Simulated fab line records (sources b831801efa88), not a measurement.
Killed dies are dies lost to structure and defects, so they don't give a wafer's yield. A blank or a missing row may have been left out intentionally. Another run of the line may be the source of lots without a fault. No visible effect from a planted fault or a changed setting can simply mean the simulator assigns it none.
Which tool was responsible? ; flow gf180mcu ; 18 wafers from 6 lots sampled at 4 of the route's 602 steps

WHAT THE GAUGES READ, wafer by wafer
GF_MIM_THK_MEAS_06.
lot;measured;on;MIM_CVD_05_THK (nm)
L315;day 24 20:42;film_metro-03;41.4 41.1 42.3
L323;day 27 15:47;film_metro-04;39.6 39.7 39.7
L327;day 28 21:28;film_metro-04;39.4 39.9 39.8
L329;day 29 08:34;film_metro-04;41.2 41.6 42.0
L334;day 30 14:53;film_metro-02;42.6 43.4 42.3
L337;day 31 08:25;film_metro-04;42.3 42.3 42.1

WHICH TOOL RAN EACH LOT (tool, then ch and the chambers of the sampled wafers, then the start)
lot;GF_V3_CMP_26;GF_V4_SPUTTER_21;GF_MIM_CVD_05
L315;cmp-02 ch 0,1,3, day 22 20:52;pvd_sputter-03, day 24 19:46;pecvd-02 ch 0,1,2, day 24 20:40
L323;cmp-01 ch 0,1, day 25 19:25;pvd_sputter-03, day 27 14:50;pecvd-02 ch 0,2, day 27 15:46
L327;cmp-02 ch 2,3, day 27 01:53;pvd_sputter-03, day 28 20:30;pecvd-02 ch 0,1,2, day 28 21:25
L329;cmp-02 ch 1,3, day 27 14:14;pvd_sputter-02, day 29 07:36;pecvd-01 ch 1,2, day 29 08:31
L334;cmp-01 ch 2,3, day 28 22:05;pvd_sputter-03, day 30 13:54;pecvd-03 ch 0,1,2, day 30 14:50
L337;cmp-01 ch 0,1,2, day 29 15:25;pvd_sputter-03, day 31 07:25;pecvd-01 ch 0,2, day 31 08:22
- GF_V3_CMP_26: polishes, stops on SiO2, t overpolish 15 s, target thk 0 nm.
- GF_V4_SPUTTER_21: material Ti, target thk 15 nm, time 80.02 s.
- GF_MIM_CVD_05: deposits Si3N4, target thk 42 nm, time 29.086 s.

THE ANSWER, worked out from the rows above alone
Rule: usual is defined by the lots themselves. The widest of any qualifying gaps counts: lots, ordered by their means at a reading, are off when they make up no more than a third of the lots, leave a main group of 4 or more, and stand apart from it by 3 or more times the standard deviation of that group's means. The tables above print the reading to a certain number of digits; a main group whose means all agree to those digits is not used. A lot without any number at a reading at which 4 lots or more have one is off too. Where the step has rows for the other lots, those lots are counted as sound.
Off: L323, L327, seen at GF_MIM_THK_MEAS_06 (MIM_CVD_05_THK). For the main group the mean is 42.0 nm and the standard deviation 0.49.
If a tool, at a process step before that reading, ran all the lots that are off and no sound lot after the first of them, it fits. The gauges at GF_MIM_THK_MEAS_06 are tried like those tools. One fits: pecvd-02 at GF_MIM_CVD_05. Its last sound lot is L315 (day 24 20:40), its first lot that is off L323 (day 27 15:46): a fault that began between those two fits.

WHAT THE SIMULATOR HAD INSERTED
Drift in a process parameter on pecvd-02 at GF_MIM_CVD_05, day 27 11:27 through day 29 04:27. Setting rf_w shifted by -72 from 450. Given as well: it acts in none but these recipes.
Shown lots that were struck: L323, L327. Same finding as the rule above.
